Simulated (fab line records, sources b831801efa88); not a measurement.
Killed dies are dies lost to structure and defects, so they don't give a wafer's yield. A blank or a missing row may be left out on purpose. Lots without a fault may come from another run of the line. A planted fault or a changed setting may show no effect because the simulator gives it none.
Which tool did it? | flow gf180mcu | 6 lots, 18 wafers sampled, at 2 steps of a route of 602

WHAT THE GAUGES READ, wafer by wafer
GF_HV_LDD_CD_MEAS_31: target cd 400 nm.
lot  | measured     | on        | cd_nm (nm)
L189 | day 12 07:10 | cd_sem-02 | 400.1 401.3 400.4
L192 | day 13 05:04 | cd_sem-01 | 401.2 400.8 400.3
L195 | day 14 02:06 | cd_sem-01 | 399.9 400.1 397.2
L199 | day 15 11:41 | cd_sem-02 | 399.0 400.2 397.2
L205 | day 17 09:14 | cd_sem-02 | 400.3 399.8 397.9
L210 | day 19 08:46 | cd_sem-01 | 402.9 401.4 400.7

WHICH TOOL RAN EACH LOT (tool, then ch and the chambers of the sampled wafers, then the start)
lot  | GF_HV_LDD_EXPOSE_28
L189 | iline_stepper-02 ch 0, day 11 21:24
L192 | iline_stepper-01 ch 0, day 12 18:58
L195 | iline_stepper-02 ch 0, day 13 16:05
L199 | iline_stepper-01 ch 0, day 15 01:22
L205 | iline_stepper-02 ch 0, day 16 22:08
L210 | iline_stepper-02 ch 0, day 18 20:49
- GF_HV_LDD_EXPOSE_28: exposes mask Nplus HV AREA, target cd 400 nm.

THE ANSWER, worked out from the rows above alone
Rule: what is usual is taken from the lots themselves. Put in order of their means at a reading, lots are off if they are a third of the lots or fewer, leave a main group of 4 or more, and stand apart from it by a gap of 3 or more times the standard deviation of the main group's means; of several such gaps the widest counts. A main group whose means are all the same, to the digits that the tables above print for the reading, isn't used. A lot without any number at a reading at which 4 lots or more have one is off too. The other lots that the step has rows for count as sound.
No lot is off at any reading shown: from this, nothing can be told.

WHAT THE SIMULATOR HAD PUT IN
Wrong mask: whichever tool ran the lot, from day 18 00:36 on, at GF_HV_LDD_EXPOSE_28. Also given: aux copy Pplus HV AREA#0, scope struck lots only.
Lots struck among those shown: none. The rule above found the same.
